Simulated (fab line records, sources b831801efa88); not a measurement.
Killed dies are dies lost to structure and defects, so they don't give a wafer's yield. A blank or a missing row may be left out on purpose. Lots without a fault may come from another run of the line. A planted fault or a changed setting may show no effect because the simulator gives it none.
One fault seen from 2 desks | flow gf180mcu | each desk has only its own numbers; what lay behind them comes last

THE TOOL OWNER'S DESK: hdpcvd-02
The tool's own readings at GF_CONTACT_CVD_00 (deposits SiO2, target thk 300 nm, time 50 s): means of the sampled wafers that have a number, for each lot that ran on this tool. A lot is out of limits, marked OUT, if its mean lies more than 4 standard deviations from the usual mean; the brackets give that distance.
Columns: A = sih4_flow_sccm at GF_CONTACT_CVD_00, usual 60.01 sccm
lot  | first seen here | A
L313 | day 15 12:20    | 59.95
L316 | day 16 15:10    | 59.93
L317 | day 16 20:11    | 59.85
L318 | day 17 07:43    | 90.02 (+99 or more) OUT
L320 | day 17 22:00    | 90.12 (+99 or more) OUT
L328 | day 20 19:59    | 59.89
L331 | day 21 22:12    | 60.08
L334 | day 23 00:14    | 60.08
This desk's finding: out of limits on L318, L320; first on L318, day 17 07:43 (sih4_flow_sccm at GF_CONTACT_CVD_00). In limits: L313, L316, L317, L328, L331, L334.

THE METROLOGY DESK
What the gauges read, lot by lot, whatever tool the lot ran on: means of the sampled wafers that have a number. A lot is out of limits, marked OUT, if its mean lies more than 4 standard deviations from the usual mean; the brackets give that distance.
Columns: A = CONTACT_CVD_00_THK at GF_CONTACT_THK_MEAS_01, usual 300.7 nm; B = M2_OVL at GF_M2_OVL_MEAS_15, usual -1 nm; C = cd_nm at GF_V2_CD_MEAS_14, usual 259.8 nm
lot  | first seen here | A               | B  | C
L313 | day 15 12:23    | 298.0           | -3 | 259.3
L316 | day 16 15:14    | 299.3           | 6  | 260.3
L317 | day 16 20:14    | 301.3           | 2  | 259.2
L318 | day 17 07:46    | 453.9 (+55) OUT | -  | -
L319 | day 17 18:51    | 299.9           | 4  | 260.1
L320 | day 17 22:03    | 451.4 (+54) OUT | -  | -
L327 | day 20 17:42    | 301.8           | 7  | 260.9
L328 | day 20 20:02    | 299.1           | -5 | 261.0
L330 | day 21 12:40    | 299.4           | -4 | 257.5
L331 | day 21 22:16    | 302.5           | -1 | 261.5
L332 | day 22 08:06    | 302.7           | -4 | 260.9
L333 | day 22 13:02    | 298.3           | -5 | 260.6
L334 | day 23 00:17    | 307.1           | 1  | 258.3
L335 | day 23 11:20    | 302.2           | -4 | 259.4
This desk's finding: out of limits on L318, L320; first on L318, day 17 07:46 (CONTACT_CVD_00_THK at GF_CONTACT_THK_MEAS_01). In limits: L313, L316, L317, L319, L327, L328, L330, L331, L332, L333, L334, L335.

PUT TOGETHER
The tool owner's desk could have raised an alarm at day 17 07:43, on L318, L320.
The metrology desk could have raised an alarm at day 17 07:46, on L318, L320.
Of the lots named, all ran GF_CONTACT_CVD_00 on hdpcvd-02.

WHAT THE SIMULATOR HAD PUT IN
Process parameter drift: hdpcvd-02, from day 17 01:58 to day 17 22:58, at GF_CONTACT_CVD_00. Setting sih4_flow_sccm, moved by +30, from 60. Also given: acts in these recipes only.
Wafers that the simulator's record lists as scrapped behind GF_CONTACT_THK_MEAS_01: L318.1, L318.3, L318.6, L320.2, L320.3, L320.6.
Lots struck among those shown: L318, L320.
Hours from the fault's start to each desk's first reading out of limits: the tool owner's desk, 6; the metrology desk, 6.
